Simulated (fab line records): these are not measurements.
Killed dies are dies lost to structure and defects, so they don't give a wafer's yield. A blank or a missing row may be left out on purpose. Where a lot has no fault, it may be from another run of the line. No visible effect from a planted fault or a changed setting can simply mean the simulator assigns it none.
fab line records	flow gf180mcu
[record] lots = 14	wafers = 42	lastDay = 34
route steps=602 shown STI@10 MVSD@76 VT_IMPLANT@99
lots untouched by any fault: they come from a run of this same line in which no faults occurred
startH: hours from the record's opening day to when the first of the lot's shown wafers began	waitH: hours from the lot's prior step to this one	" same as the row above	L1.1+2: a single row standing in for several wafers	- either no value or no given start	* or withheld: withheld	< > ~ a bound
route shown NAME@n: NAME is a module with steps in the file, n the number in the route of the first one	usual: mean and standard deviation over wafers with no fault	same: alike in all rows	chamber/n: place in a boat	sites: the reading at each site	_std_site: how widely they spread, as a standard deviation	_edge_site: mean of outer sites minus mean of inner sites	radiusMm: for every site, how far away it sits from the centre of the wafer	mask NAME#n: copy n	behind: the last tool/chamber to shape the wafer	hold: cause of the lot's hold/its duration in hours/its outcome	device: transistor that didn't switch, given as n, p or np	end of line: the tests these same wafers got at the end of their route	where a step has no rows: the recipe by itself	killed: count of dies lost to structure and defects at first sort (not the wafer's yield)	map: shows each die of a wafer: x if killed, . if not, _ if none is there
set.NAME: the run value of the setting; set.NAME@STEP: its run value at that earlier step	model.NAME: the simulator's own value behind a step, which no gauge read
a sample of lots followed through the steps of the route, with each step as a table and each wafer as a row
services: the hour from which a tool's chamber was out of use, counted from the record's first day as startH (under 0 if before that day), plus the number of hours and why
[[steps]]
[step GF_STI_EXPOSE_09]
[recipe] maskId = COMP	targetCdNm = 220	na = 0.68	sourceShape = conventional	sigmaOuter = 0.6	doseMj = 28
[usual] exposureDoseMJCm2 = 27.986/0.029	focusOffsetNm = -0.1/0.5	na = 0.68/0
lot.wafer	tool	chamber	startH	waitH	mask	exposureDoseMJCm2	focusOffsetNm	na
L989.4	krfScanner-01	0	24.90	-	COMP#0	27.986	0.5	0.68
L989.5	"	0	"	"	COMP#0	28.013	-0.6	0.68
L989.6	"	0	"	"	COMP#0	27.977	0.3	0.68
L990.1	krfScanner-01	0	30.72	-	COMP#0	28.041	0.5	0.68
L990.2	"	0	"	"	COMP#0	28.035	-1.1	0.68
L990.4	"	0	"	"	COMP#0	27.990	0.4	0.68
L991.3	krfScanner-02	0	35.76	-	COMP#0	27.967	-0.1	0.68
L991.5	"	0	"	"	COMP#0	27.969	-0.8	0.68
L991.6	"	0	"	"	COMP#0	27.975	0.3	0.68
L993.1	krfScanner-01	0	45.00	-	COMP#0	28.002	-1.2	0.68
L993.2	"	0	"	"	COMP#0	28.047	-0.4	0.68
L993.3	"	0	"	"	COMP#0	28.015	-0.3	0.68
L995.1	krfScanner-02	0	55.67	-	COMP#0	28.018	0.3	0.68
L995.5	"	0	"	"	COMP#0	28.001	-0.1	0.68
L995.6	"	0	"	"	COMP#0	27.985	-0.4	0.68
L996.2	krfScanner-02	0	60.56	-	COMP#0	27.993	0.1	0.68
L996.3	"	0	"	"	COMP#0	28.007	-0.1	0.68
L996.5	"	0	"	"	COMP#0	27.979	-1.0	0.68
L997.1	krfScanner-01	0	64.87	-	COMP#0	27.934	-0.2	0.68
L997.5	"	0	"	"	COMP#0	27.979	0.3	0.68
L997.6	"	0	"	"	COMP#0	27.983	0.3	0.68
L101.1	krfScanner-02	0	85.94	-	COMP#0	27.952	-0.6	0.68
L101.2	"	0	"	"	COMP#0	27.999	-0.4	0.68
L101.6	"	0	"	"	COMP#0	27.938	-0.9	0.68
L103.2	krfScanner-02	-	95.28	-	COMP#0	-	-	-
L103.3	"	-	"	"	COMP#0	-	-	-
L103.5	"	-	"	"	COMP#0	-	-	-
L104.1	krfScanner-01	-	101.89	-	COMP#0	-	-	-
L104.4	"	-	"	"	COMP#0	-	-	-
L104.6	"	-	"	"	COMP#0	-	-	-
L107.1	krfScanner-01	0	117.59	-	COMP#0	28.036	0.6	0.68
L107.3	"	0	"	"	COMP#0	28.006	-0.2	0.68
L107.4	"	0	"	"	COMP#0	28.000	0.3	0.68
L109.1	krfScanner-01	0	126.67	-	COMP#0	28.026	0.8	0.68
L109.4	"	0	"	"	COMP#0	28.013	0.5	0.68
L109.5	"	0	"	"	COMP#0	28.042	0.1	0.68
L110.2	krfScanner-02	0	131.46	-	COMP#0	27.966	0.6	0.68
L110.3	"	0	"	"	COMP#0	27.943	0.4	0.68
L110.4	"	0	"	"	COMP#0	27.985	-0.6	0.68
L111.2	krfScanner-01	0	137.94	-	COMP#0	27.954	-1.0	0.68
L111.4	"	0	"	"	COMP#0	27.972	0.3	0.68
L111.5	"	0	"	"	COMP#0	28.017	-0.4	0.68
[step GF_MVSD_STRIP_10]
[recipe] chemistry = O2/N2	powerW = 1400	pressureMtorr = 1500	platenTempC = 250	o2FlowSccm = 3000	n2FlowSccm = 300	overashFraction = 0.5
[usual] drypumpMotorCurrentA = 6.0/0.38	heaterPowerW = 357/27	n2FlowSccm = 300.1/0.87	oesProductAu = 0.723/0.0042	stripTimeToEndpointS = 36.99/0.11
lot.wafer	tool	chamber	startH	waitH	drypumpMotorCurrentA	heaterPowerW	n2FlowSccm	oesProductAu	rfHoursCounterH	stripTimeToEndpointS
L989.4	plasmaAsher-03	0	88.26	0.1	5.4	383	299.0	0.725	-	36.83
L989.5	"	0	"	"	5.4	380	298.7	0.727	-	36.88
L989.6	"	1	"	"	5.9	398	299.8	0.727	-	36.84
L990.1	plasmaAsher-03	0	93.73	0.1	5.4	381	298.5	0.725	29	36.98
L990.2	"	1	"	"	5.8	388	299.4	0.717	29	36.94
L990.4	"	0	"	"	5.4	380	300.3	0.716	-	36.93
L991.3	plasmaAsher-01	0	101.23	0.1	6.2	396	301.7	0.726	-	37.02
L991.5	"	1	"	"	5.4	355	300.3	0.726	-	36.93
L991.6	"	0	"	"	6.3	396	301.2	0.725	-	37.06
L993.1	plasmaAsher-03	0	111.43	0.1	5.4	385	299.6	0.731	31	37.18
L993.2	"	1	"	"	5.9	395	302.1	0.722	31	37.04
L993.3	"	1	"	"	5.9	382	300.5	0.728	-	37.21
L995.1	plasmaAsher-03	0	126.28	0.1	5.4	379	299.4	0.722	32	36.97
L995.5	"	1	"	"	5.8	384	299.7	0.717	-	37.16
L995.6	"	0	"	"	5.4	376	299.6	0.720	-	37.19
L996.2	plasmaAsher-03	1	130.08	0.1	5.9	389	299.6	0.728	33	37.03
L996.3	"	0	"	"	5.5	385	300.2	0.728	-	36.99
L996.5	"	0	"	"	5.4	388	301.0	0.721	-	37.06
L997.1	plasmaAsher-03	1	134.90	0.1	5.9	399	299.4	0.717	33	36.81
L997.5	"	1	"	"	5.8	396	299.7	0.723	-	36.91
L997.6	"	0	"	"	5.4	378	300.4	0.722	-	36.94
L101.1	plasmaAsher-01	1	162.02	0.1	5.4	352	300.1	0.730	54	36.92
L101.2	"	0	"	"	6.3	393	300.4	0.723	54	36.74
L101.6	"	0	"	"	6.3	394	300.3	0.720	-	36.85
L107.1	plasmaAsher-02	1	197.57	0.1	6.3	339	298.4	0.721	54	36.97
L107.3	"	1	"	"	6.3	332	300.5	0.724	-	37.07
L107.4	"	0	"	"	6.3	343	299.3	0.727	-	37.06
L109.1	plasmaAsher-01	1	205.70	0.1	5.4	346	299.9	0.725	59	37.01
L109.4	"	1	"	"	5.4	343	300.4	0.726	-	37.04
L109.5	"	1	"	"	5.4	351	300.2	0.721	-	37.08
L110.2	plasmaAsher-02	0	209.45	0.1	6.3	334	300.1	0.716	56	36.82
L110.3	"	0	"	"	6.4	331	299.5	0.718	-	36.76
L110.4	"	1	"	"	6.2	336	299.0	0.718	-	36.83
L111.2	plasmaAsher-02	1	217.72	0.1	6.2	329	302.2	0.713	57	36.88
L111.4	"	0	"	"	6.4	326	299.3	0.727	-	37.07
L111.5	"	0	"	"	6.3	338	299.7	0.726	-	36.87
[step GF_VT_IMPLANT_STRIP_09]
[recipe] chemistry = O2/N2	powerW = 1400	pressureMtorr = 1500	platenTempC = 250	o2FlowSccm = 3000	n2FlowSccm = 300	overashFraction = 0.5
[usual] drypumpMotorCurrentA = 5.9/0.41	heaterPowerW = 357/35	n2FlowSccm = 300.2/0.85	oesProductAu = 0.715/0.0051	stripTimeToEndpointS = 12.64/0.043
lot.wafer	tool	chamber	startH	waitH	drypumpMotorCurrentA	heaterPowerW	n2FlowSccm	oesProductAu	rfHoursCounterH	stripTimeToEndpointS
L989.4	plasmaAsher-04	1	117.98	0.1	6.4	333	299.8	0.719	-	12.66
L989.5	"	1	"	"	6.4	338	299.6	0.714	-	12.64
L989.6	"	0	"	"	6.0	300	299.1	0.713	-	12.61
L990.1	plasmaAsher-03	1	124.01	0.1	5.9	398	301.0	0.714	32	12.65
L990.2	"	0	"	"	5.4	379	300.4	0.716	32	12.62
L990.4	"	0	"	"	5.4	388	300.5	0.721	-	12.64
L991.3	plasmaAsher-04	1	130.69	0.1	6.4	341	300.2	0.709	-	12.61
L991.5	"	1	"	"	6.4	339	299.3	0.716	-	12.58
L991.6	"	0	"	"	6.1	298	300.9	0.717	-	12.63
L993.1	plasmaAsher-03	0	141.36	0.1	5.4	373	298.8	0.712	34	12.62
L993.2	"	1	"	"	5.9	392	300.2	0.707	34	12.65
L993.3	"	1	"	"	5.9	394	298.7	0.723	-	12.64
L995.1	plasmaAsher-01	0	157.80	0.1	6.3	403	299.2	0.722	53	12.62
L995.5	"	1	"	"	5.4	345	298.8	0.711	-	12.61
L995.6	"	0	"	"	6.3	407	298.9	0.716	-	12.59
L996.2	plasmaAsher-03	0	161.46	0.1	5.5	375	300.8	0.702	36	12.65
L996.3	"	0	"	"	5.4	377	300.6	0.725	-	12.65
L996.5	"	0	"	"	5.4	389	301.6	0.707	-	12.67
L997.1	plasmaAsher-03	1	166.40	0.1	5.9	387	300.4	0.711	36	12.71
L997.5	"	0	"	"	5.4	381	300.2	0.713	-	12.68
L997.6	"	1	"	"	5.8	395	299.9	0.716	-	12.69
L101.1	plasmaAsher-01	1	195.55	0.1	5.4	338	300.3	0.717	58	12.65
L101.2	"	0	"	"	6.3	391	301.0	0.707	58	12.62
L101.6	"	1	"	"	5.4	344	300.6	0.705	-	12.66
L107.1	plasmaAsher-01	0	234.20	0.1	6.3	393	300.1	0.717	63	12.72
L107.3	"	1	"	"	5.4	341	299.8	0.720	-	12.71
L107.4	"	0	"	"	6.3	402	299.9	0.726	-	12.68
L109.1	plasmaAsher-01	0	242.40	0.1	6.3	387	299.9	0.719	65	12.61
L109.4	"	1	"	"	5.4	340	300.3	0.727	-	12.62
L109.5	"	0	"	"	6.3	388	300.7	0.712	-	12.59
L110.2	plasmaAsher-01	0	245.93	0.1	6.3	406	300.0	0.715	65	12.68
L110.3	"	1	"	"	5.4	353	299.9	0.720	-	12.67
L110.4	"	0	"	"	6.3	400	300.3	0.714	-	12.65
L111.2	plasmaAsher-04	1	256.13	0.1	6.4	345	300.0	0.714	16	12.58
L111.4	"	1	"	"	6.4	331	299.6	0.713	-	12.58
L111.5	"	0	"	"	6.1	287	299.9	0.722	-	12.57
[step GF_VT_IMPLANT_TW_MEAS_43]
[usual] VT_IMPLANT_4_TW = 686/6.7
lot.wafer	tool	chamber	startH	waitH	VT_IMPLANT_4_TW
L989.4	filmMetro-03	-	164.21	0.1	686
L989.5	"	-	"	"	687
L989.6	"	-	"	"	688
L990.1	filmMetro-04	-	171.25	0.1	677
L990.2	"	-	"	"	679
L990.4	"	-	"	"	678
L991.3	filmMetro-04	-	179.85	0.1	678
L991.5	"	-	"	"	679
L991.6	"	-	"	"	681
L993.1	filmMetro-04	-	190.15	0.1	679
L993.2	"	-	"	"	679
L993.3	"	-	"	"	681
L995.1	filmMetro-03	-	209.05	0.1	679
L995.5	"	-	"	"	683
L995.6	"	-	"	"	681
L996.2	filmMetro-03	-	211.57	0.1	683
L996.3	"	-	"	"	680
L996.5	"	-	"	"	683
L997.1	filmMetro-01	-	217.66	0.1	703
L997.5	"	-	"	"	701
L997.6	"	-	"	"	701
L101.1	filmMetro-03	-	250.36	0.1	688
L101.2	"	-	"	"	694
L101.6	"	-	"	"	691
L107.1	filmMetro-01	-	293.30	0.1	699
L107.3	"	-	"	"	699
L107.4	"	-	"	"	700
L109.1	filmMetro-03	-	301.55	0.1	693
L109.4	"	-	"	"	694
L109.5	"	-	"	"	690
L110.2	filmMetro-04	-	306.51	0.1	693
L110.3	"	-	"	"	692
L110.4	"	-	"	"	688
L111.2	filmMetro-03	-	316.84	0.1	690
L111.4	"	-	"	"	690
L111.5	"	-	"	"	687
[[services]]
tool	chamber	startH	hours	kind
krfScanner-01	-	10.31	2.8	repair
krfScanner-01	0	18.46	-	calibration
krfScanner-01	-	32.53	1.0	pm
krfScanner-02	-	63.68	1.3	pm
krfScanner-02	-	78.20	1.0	pm
plasmaAsher-01	-	87.61	6.5	repair
plasmaAsher-03	-	104.48	1.6	repair
plasmaAsher-04	-	108.75	9.0	pm
plasmaAsher-03	-	114.03	2.8	pm
krfScanner-02	-	122.03	0.7	repair
krfScanner-01	-	157.01	0.8	pm
krfScanner-02	-	165.10	0.8	pm
krfScanner-01	-	173.15	1.3	pm
plasmaAsher-03	-	183.92	16.4	repair
krfScanner-01	-	186.02	3.0	pm
krfScanner-01	-	190.60	2.3	repair
krfScanner-01	-	194.04	7.7	repair
plasmaAsher-03	-	198.17	74.0	repair
krfScanner-02	-	201.79	3.6	pm
krfScanner-01	-	205.34	1.0	pm
krfScanner-01	-	210.49	4.0	pm
plasmaAsher-04	-	211.79	2.3	repair
krfScanner-02	-	239.68	1.3	pm
krfScanner-02	-	247.20	1.0	pm
[[key]]
[firstSign] step = GF_STI_EXPOSE_09	reading = toolRecord	direction = missing
effect none on later readings
metAt GF_STI_EXPOSE_09
struckLots L103,L104
laterRowsLeftOut L103.2,L103.3,L103.5,L104.1,L104.4,L104.6
sortLeftOut L103.2,L103.3,L103.5,L104.1,L104.4,L104.6
testerLeftOut L103,L104
notActingAt GF_MVSD_STRIP_10,GF_VT_IMPLANT_STRIP_09,GF_VT_IMPLANT_TW_MEAS_43
onsetBetween 85.94 95.28
[fault] kind = skippedStepWhole	tool = krfScanner-01,krfScanner-02	chamber = -	onsetH = 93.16	steps = GF_STI_EXPOSE_09	scope = struckLotsOnly
// testerLeftOut: of these lots the tester's yield and bins aren't shown, on N5 and GAA mostly nor the transistor test; their killed dies are dies lost to structure and defects alone, not to doping, threshold or leakage, so they don't give the yield
// sortLeftOut: the simulated sort isn't trusted on such a fault, so these wafers' sort isn't shown, and their yield isn't known
// laterRowsLeftOut: the simulator's readings of these wafers behind a module that went badly wrong aren't trusted and aren't shown, but for the sort
